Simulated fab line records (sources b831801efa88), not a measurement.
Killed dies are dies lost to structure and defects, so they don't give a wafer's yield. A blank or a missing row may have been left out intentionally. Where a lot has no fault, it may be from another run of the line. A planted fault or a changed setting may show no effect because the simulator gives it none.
Comparing a struck lot with a sound one -- flow sky130 -- 22 out of 708 route steps
Sound: wafers L598.2, L598.4, L598.5. Wafers struck: L594.1, L594.2, L594.4. The cause is named last.
Each step with rows lists, per side, the tool, then ch with its chambers, then its first start. Under that, the readings that differ: sound wafers -- struck wafers -- difference of the means -- sigmas: that difference in standard deviations of wafers without a fault.
alike: same words and numbers on both sides, and readings whose means sit less than 2 such deviations apart. not compared: any withheld reading, any reading some wafer has no value for, any bound like >300 that may hide the same value, and any number with overlapping values for which the record gives no deviation.
Wherever a step has rows on one side only, a row that says differs or no value, or a row with sigmas, the two part there. Numbers that don't overlap but have no deviation are shown without sigmas and don't part them. A reading that every wafer of one side lacks parts them only if that side has two wafers or more.

first, 1 step without rows for these wafers: SKY_METAL1_SPUTTER_00 (material Ti, target thk 15 nm, time 10 s).
SKY_METAL1_SPUTTER_01: material TiN, target thk 20 nm, time 16.7 s.
  sound on pvd-sputter-03 at day 36 16:15; struck on pvd-sputter-03 at day 35 10:46
  alike: throttle-valve-pct
then, 1 step without rows for these wafers: SKY_METAL1_SPUTTER_02 (material AlCu, target thk 250 nm, time 13.3 s).
SKY_METAL1_SPUTTER_03: material Ti, target thk 5 nm, time 3.3 s.
  sound on pvd-sputter-03 at day 36 16:18; struck on pvd-sputter-03 at day 35 10:49
  alike: throttle-valve-pct
SKY_METAL1_SPUTTER_04: material TiN, target thk 70 nm, time 58.3 s.
  sound on pvd-sputter-03 at day 36 16:19; struck on pvd-sputter-03 at day 35 10:50
  alike: throttle-valve-pct
SKY_METAL1_RS_MEAS_05: measurement is done with a four-point probe.
  sound on film-metro-03 at day 36 16:23; struck on film-metro-03 at day 35 10:53
reading,sound,struck,difference,sigmas
METAL1_ALCU_RS (ohm/sq),0.1286 0.1286 0.1297,0.1262 0.1269 0.1265,-0.0024,-2
SKY_METAL1_THK_MEAS_06: measures by xrf.
  sound on film-metro-03 at day 36 16:30; struck on film-metro-03 at day 35 11:00
  alike: METAL1_ALCU_THK
then, 5 steps without rows for these wafers: SKY_METAL1_DEHYDRATE_07 (time 60 s); SKY_METAL1_HMDS_08 (prime time 60 s); SKY_METAL1_COAT_09 (resist thk 60 nm); SKY_METAL1_COAT_10 (resist thk 450 nm); SKY_METAL1_SOFTBAKE_11 (time 90 s).
SKY_METAL1_EXPOSE_12: exposes mask MM1, target cd 140 nm.
  sound on krf-scanner-02 ch 0, day 37 05:50; struck on krf-scanner-01 ch 0, day 36 00:14
  alike: mask, focus-offset-nm, reticle-temp-C
then, 2 steps without rows for these wafers: SKY_METAL1_PEB_13; SKY_METAL1_DEVELOP_14 (develop time 60 s).
SKY_METAL1_CD_MEAS_15: the cd target is 140 nm.
  sound on cd-sem-01 at day 37 18:47; struck on cd-sem-01 at day 36 13:07
reading,sound,struck,difference,sigmas
cd-nm (nm),142.3 143.0 142.7,135.0 135.2 137.9,-6.6,-4
SKY_METAL1_OVL_MEAS_16:
  sound on overlay-02 at day 37 18:53; struck on overlay-01 at day 36 13:14
  alike: METAL1_OVL
SKY_METAL1_DESCUM_17: chemistry O2, time 8 s.
  sound on rie-metal-01 ch 0, day 37 18:55; struck on rie-metal-04 ch 0,1, day 36 13:16
reading,sound,struck,difference,sigmas
drypump-motor-current-A (A),5.48 5.46 5.49,6.18 5.93 6.19,+0.62,+2
model.METAL1.cd-nm (nm),142.1 142.4 142.1,135.1 134.6 138,-6.3,
  alike: oes-product-au, rf-fwd-power-W
  not compared: rf-hours-counter-h
SKY_METAL1_ETCH_18: etches BARC in N2/H2, stops on SiO2, time 45.9 s, target depth 60 nm.
  sound on rie-metal-01 ch 0, day 37 18:56; struck on rie-metal-04 ch 0,1, day 36 13:17
reading,sound,struck,difference,sigmas
drypump-motor-current-A (A),5.49 5.51 5.48,6.20 5.98 6.25,+0.65,+2
  alike: oes-product-au, rf-fwd-power-W, throttle-valve-pct
  not compared: rf-hours-counter-h
SKY_METAL1_METAL_ETCH_19: etches the open film in Cl2/BCl3, stops on SiO2, target depth 360 nm, time 78 s.
  sound on rie-metal-01 ch 0, day 37 19:01; struck on rie-metal-04 ch 0,1, day 36 13:22
reading,sound,struck,difference,sigmas
drypump-motor-current-A (A),5.44 5.46 5.48,6.18 5.95 6.20,+0.65,+2
model.METAL1.cd-nm (nm),140.2 141.6 140.5,136.5 134.2 138.7,-4.3,
  alike: mfc-cl2-sccm, oes-product-au, rf-fwd-power-W, throttle-valve-pct
  not compared: rf-hours-counter-h
SKY_METAL1_STRIP_20: strips in O2/N2.
  sound on plasma-asher-02 ch 0,1, day 37 19:06; struck on plasma-asher-01 ch 0,1, day 36 13:27
  alike: drypump-motor-current-A, oes-product-au, strip-time-to-endpoint-s
  not compared: rf-hours-counter-h
-- the record jumps here: 12 days lie between the struck wafers' starts before and after (it left off in module METAL1 and takes up again in module PAD_OPEN, whose first step shown is number 708 of the route) --
SKY_PAD_OPEN_PROBE_99:
  sound on prober-01 at day 49 11:22; struck on prober-01 at day 48 16:34
reading,sound,struck,difference,sigmas
model.etest.met1.width-nm (nm),144 142.7 141.1,134.4 130.2 138.1,-8.4,
  alike: defect-limited-yield, killed_at_M0_to_M3, killed_at_M4_up, killed-at-contacts, killed-at-front-end, killed-at-other, killed-dies, killed-open, killed-short, sort_bin_3_pad_short, sort_bin_5_function, sort_bin_6_memory, sort-n-pass, sort-yield-pct

WHERE THEY PART
Last at SKY_METAL1_METAL_ETCH_19 as far as this record goes, first at SKY_METAL1_RS_MEAS_05. Later steps at which nothing parts them and some readings are alike: SKY_METAL1_STRIP_20, SKY_PAD_OPEN_PROBE_99.

WHY: the cause the simulator had injected
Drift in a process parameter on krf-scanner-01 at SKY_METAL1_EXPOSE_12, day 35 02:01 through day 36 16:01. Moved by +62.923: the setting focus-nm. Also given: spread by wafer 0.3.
